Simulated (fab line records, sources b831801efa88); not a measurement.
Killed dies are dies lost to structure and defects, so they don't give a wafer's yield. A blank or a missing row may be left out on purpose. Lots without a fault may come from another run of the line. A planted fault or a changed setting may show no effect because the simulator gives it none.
Which tool did it? | flow gf180mcu | 12 lots, 36 wafers sampled, at 5 steps of a route of 602

WHAT THE GAUGES READ, wafer by wafer
GF_HV_LDD_TW_MEAS_23.
lot  | measured     | on            | HV_LDD_2_TW
L963 | day 11 01:49 | film_metro-01 | 1040 1055 1044
L966 | day 12 01:56 | film_metro-02 | 1057 1057 1053
L967 | day 12 12:16 | film_metro-02 | 1049 1051 1053
L969 | day 13 05:28 | film_metro-01 | 1047 1044 1046
L971 | day 13 16:22 | film_metro-03 | 1050 1057 1059
L974 | day 14 15:46 | film_metro-02 | 1053 1052 1061
L975 | day 14 22:59 | film_metro-01 | 1041 1046 1049
L977 | day 15 10:19 | film_metro-02 | 30 30 30 30 30 30
L978 | day 15 22:14 | film_metro-02 | 30 30 30 30 30 30
L979 | day 16 04:32 | film_metro-03 | 30 30 30 30 30 30
L981 | day 16 17:13 | film_metro-02 | 1059 1064 1055
L985 | day 18 01:22 | film_metro-02 | 1055 1056 1056

GF_V1_THK_MEAS_01.
lot  | measured     | on            | V1_CVD_00_THK (nm)
L963 | day 17 10:05 | film_metro-04 | 602 587 599
L966 | day 18 16:46 | film_metro-02 | 607 598 604
L967 | day 19 05:18 | film_metro-04 | 595 598 596
L969 | day 20 06:28 | film_metro-04 | 603 605 607
L971 | day 20 17:07 | film_metro-04 | 597 598 604
L974 | day 21 19:57 | film_metro-04 | 591 594 597
L975 | day 22 01:59 | film_metro-04 | 608 611 603
L981 | day 23 23:47 | film_metro-04 | 604 603 604
L985 | day 25 06:56 | film_metro-04 | 603 604 608

WHICH TOOL RAN EACH LOT (tool, then ch and the chambers of the sampled wafers, then the start)
lot  | GF_HV_LDD_STRIP_10                   | GF_HV_LDD_STRIP_22                   | GF_CONTACT_SPUTTER_22
L963 | plasma_asher-01 ch 0,1, day 10 06:55 | plasma_asher-01 ch 0,1, day 11 01:43 | pvd_sputter-03, day 16 09:58
L966 | plasma_asher-01 ch 0,1, day 11 06:47 | plasma_asher-03 ch 0,1, day 12 01:51 | pvd_sputter-03, day 17 15:40
L967 | plasma_asher-02 ch 0,1, day 11 16:37 | plasma_asher-02 ch 0,1, day 12 12:10 | pvd_sputter-03, day 18 04:11
L969 | plasma_asher-02 ch 0,1, day 12 09:04 | plasma_asher-01 ch 0,1, day 13 05:21 | pvd_sputter-03, day 19 04:04
L971 | plasma_asher-03 ch 0,1, day 12 20:06 | plasma_asher-02 ch 0,1, day 13 16:16 | pvd_sputter-01, day 19 15:02
L974 | plasma_asher-03 ch 1, day 13 18:31   | plasma_asher-03 ch 0,1, day 14 15:40 | pvd_sputter-03, day 20 18:11
L975 | plasma_asher-02 ch 0,1, day 14 01:05 | plasma_asher-01 ch 0,1, day 14 22:54 | pvd_sputter-03, day 21 00:28
L977 | plasma_asher-03 ch 0,1, day 14 12:56 | plasma_asher-03 ch 0,1, day 15 10:14 | -
L978 | plasma_asher-01 ch 0,1, day 15 00:03 | plasma_asher-01 ch 0,1, day 15 22:08 | -
L979 | plasma_asher-01 ch 0, day 15 06:09   | plasma_asher-01 ch 0,1, day 16 04:25 | -
L981 | plasma_asher-01 ch 0,1, day 15 18:57 | plasma_asher-03 ch 0,1, day 16 17:08 | pvd_sputter-01, day 22 22:58
L985 | plasma_asher-03 ch 0,1, day 17 01:07 | plasma_asher-03 ch 0,1, day 18 01:16 | pvd_sputter-03, day 24 06:56
- GF_HV_LDD_STRIP_10: strips in O2/N2.
- GF_HV_LDD_STRIP_22: strips in O2/N2.
- GF_CONTACT_SPUTTER_22: material Ti, target thk 15 nm, time 80.02 s.

WHAT THE TOOLS THEMSELVES READ (means of the sampled wafers that have a number; where no wafer has one, the mark that the record gives instead)
GF_HV_LDD_STRIP_10.
lot  | tool            | chamber_pressure_mTorr (mTorr) | drypump_motor_current_A (A) | heater_power_w (W) | oes_product_au (a.u.) | strip_time_to_endpoint_s (s)
L963 | plasma_asher-01 | 1499.6                         | 5.80                        | 315                | 0.712                 | 12.52
L966 | plasma_asher-01 | 1499.4                         | 5.82                        | 310                | 0.710                 | 12.59
L967 | plasma_asher-02 | 1500.7                         | 5.77                        | 314                | 0.719                 | 12.56
L969 | plasma_asher-02 | 1499.4                         | 5.78                        | 316                | 0.720                 | 12.57
L971 | plasma_asher-03 | 1500.5                         | 5.61                        | 327                | 0.715                 | 12.57
L974 | plasma_asher-03 | 1500.1                         | 5.35                        | 322                | 0.714                 | 12.55
L975 | plasma_asher-02 | 1501.2                         | 5.93                        | 315                | 0.715                 | 12.57
L977 | plasma_asher-03 | -                              | -                           | -                  | -                     | -
L978 | plasma_asher-01 | -                              | -                           | -                  | -                     | -
L979 | plasma_asher-01 | -                              | -                           | -                  | -                     | -
L981 | plasma_asher-01 | 1501.0                         | 5.82                        | 314                | 0.718                 | 12.57
L985 | plasma_asher-03 | 1499.9                         | 5.63                        | 322                | 0.714                 | 12.58

GF_HV_LDD_STRIP_22.
lot  | tool            | chamber_pressure_mTorr (mTorr) | drypump_motor_current_A (A) | heater_power_w (W) | oes_product_au (a.u.) | strip_time_to_endpoint_s (s)
L963 | plasma_asher-01 | 1501.2                         | 5.81                        | 308                | 0.696                 | 13.26
L966 | plasma_asher-03 | 1500.1                         | 5.47                        | 319                | 0.693                 | 13.29
L967 | plasma_asher-02 | 1501.2                         | 5.94                        | 304                | 0.696                 | 13.29
L969 | plasma_asher-01 | 1501.3                         | 5.82                        | 307                | 0.694                 | 13.30
L971 | plasma_asher-02 | 1500.0                         | 5.92                        | 310                | 0.697                 | 13.27
L974 | plasma_asher-03 | 1500.1                         | 5.63                        | 320                | 0.691                 | 13.29
L975 | plasma_asher-01 | 1500.9                         | 5.81                        | 310                | 0.691                 | 13.29
L977 | plasma_asher-03 | 1499.9                         | 5.63                        | 322                | 0.694                 | 28.93
L978 | plasma_asher-01 | 1502.3                         | 5.68                        | 291                | 0.695                 | 28.94
L979 | plasma_asher-01 | 1501.9                         | 5.68                        | 288                | 0.697                 | 28.79
L981 | plasma_asher-03 | 1499.7                         | 5.61                        | 322                | 0.692                 | 13.27
L985 | plasma_asher-03 | 1500.4                         | 5.64                        | 318                | 0.691                 | 13.25

GF_CONTACT_SPUTTER_22.
lot  | tool           | throttle_valve_pct (%)
L963 | pvd_sputter-03 | 30.3
L966 | pvd_sputter-03 | 30.7
L967 | pvd_sputter-03 | 30.7
L969 | pvd_sputter-03 | 30.6
L971 | pvd_sputter-01 | 29.9
L974 | pvd_sputter-03 | 30.6
L975 | pvd_sputter-03 | 30.2
L981 | pvd_sputter-01 | 30.3
L985 | pvd_sputter-03 | 30.0

THE ANSWER, worked out from the rows above alone
Rule: what is usual is taken from the lots themselves. Put in order of their means at a reading, lots are off if they are a third of the lots or fewer, leave a main group of 4 or more, and stand apart from it by a gap of 3 or more times the standard deviation of the main group's means; of several such gaps the widest counts. A main group whose means are all the same, to the digits that the tables above print for the reading, isn't used. A lot without any number at a reading at which 4 lots or more have one is off too. The other lots that the step has rows for count as sound. The gauges are gone through in route order, then the tools' own readings, and for those a lot's mean is taken as printed above. The first step at which some lot is off is used, and at that step the reading that is off furthest; a lot without a number counts as furthest.
Off: L977, L978, L979, at GF_HV_LDD_TW_MEAS_23 (HV_LDD_2_TW). The main group: mean 1052, standard deviation 4.9.
A tool fits if, at a process step before that reading, it ran every lot that is off, and no sound lot after the first of them. The gauges at GF_HV_LDD_TW_MEAS_23 aren't tried: what is off there is off at GF_HV_LDD_STRIP_10 too, on other tools, and a gauge's error can't cause that. None of those tried fits.

WHAT THE SIMULATOR HAD PUT IN
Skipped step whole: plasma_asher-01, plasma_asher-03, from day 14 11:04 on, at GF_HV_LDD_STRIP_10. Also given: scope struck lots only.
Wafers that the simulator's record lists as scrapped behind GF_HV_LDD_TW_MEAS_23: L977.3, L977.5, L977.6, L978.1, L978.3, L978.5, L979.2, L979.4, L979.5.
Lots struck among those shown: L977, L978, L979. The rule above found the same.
